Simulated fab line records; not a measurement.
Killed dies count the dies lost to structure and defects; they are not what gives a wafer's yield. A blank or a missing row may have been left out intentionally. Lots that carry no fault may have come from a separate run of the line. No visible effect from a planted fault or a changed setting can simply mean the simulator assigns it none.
Chamber matching	flow sky130	SKY_VIA1_ETCH_14 on rie-diel-01: 4 sister chambers
The step etches BARC in N2/H2, stops on SiO2, time 45.9 s, target depth 60 nm. 8 wafers are shown with their chamber, then 9 later ones without.

== WAFERS PAIRED WITH THEIR CHAMBERS ==
wafer	chamber	drypump-motor-current-A (A)	rf-fwd-power-W (W)
L079.5	1	6.6	491.4
L080.5	1	6.6	494.0
L081.3	0	5.9	491.5
L084.2	0	5.9	491.2
L084.6	2	4.8	494.6
L087.1	3	5.3	494.6
L087.2	2	4.8	494.0
L087.5	3	5.2	493.3

== WAFERS WHOSE CHAMBER IS MISSING ==
wafer	drypump-motor-current-A (A)	rf-fwd-power-W (W)
L091.1	6.6	492.8
L091.2	5.9	494.5
L091.5	6.5	493.8
L093.1	6.6	492.8
L093.3	5.2	498.7
L093.6	6.6	493.6
L095.1	5.2	494.7
L095.4	6.6	496.9
L095.6	5.9	494.8

== THE CHAMBER EACH PASSED THROUGH ==
wafer	from the rows above	in truth
L091.1	1	1
L091.2	0	0
L091.5	1	1
L093.1	1	1
L093.3	3	3
L093.6	1	1
L095.1	3	3
L095.4	1	1
L095.6	0	0
Correct placement for 9 of the 9. Can't be placed from these rows: 0. Placed wrongly: 0.
How it was worked out, from the rows above alone: a wafer's distance from a chamber is the root of the sum, over the readings, of the square of ((its reading less the chamber's mean) divided by the reading's scatter). The wafer belongs to the nearest chamber; if the next one is less than 2 further off, it can't be placed. For every chamber, the mean is computed from those of its wafers that are shown. How the scatter is found: for the shown wafers, subtract from each reading the mean of its chamber, square and add these, divide the total by (wafers less chambers), then take the root.
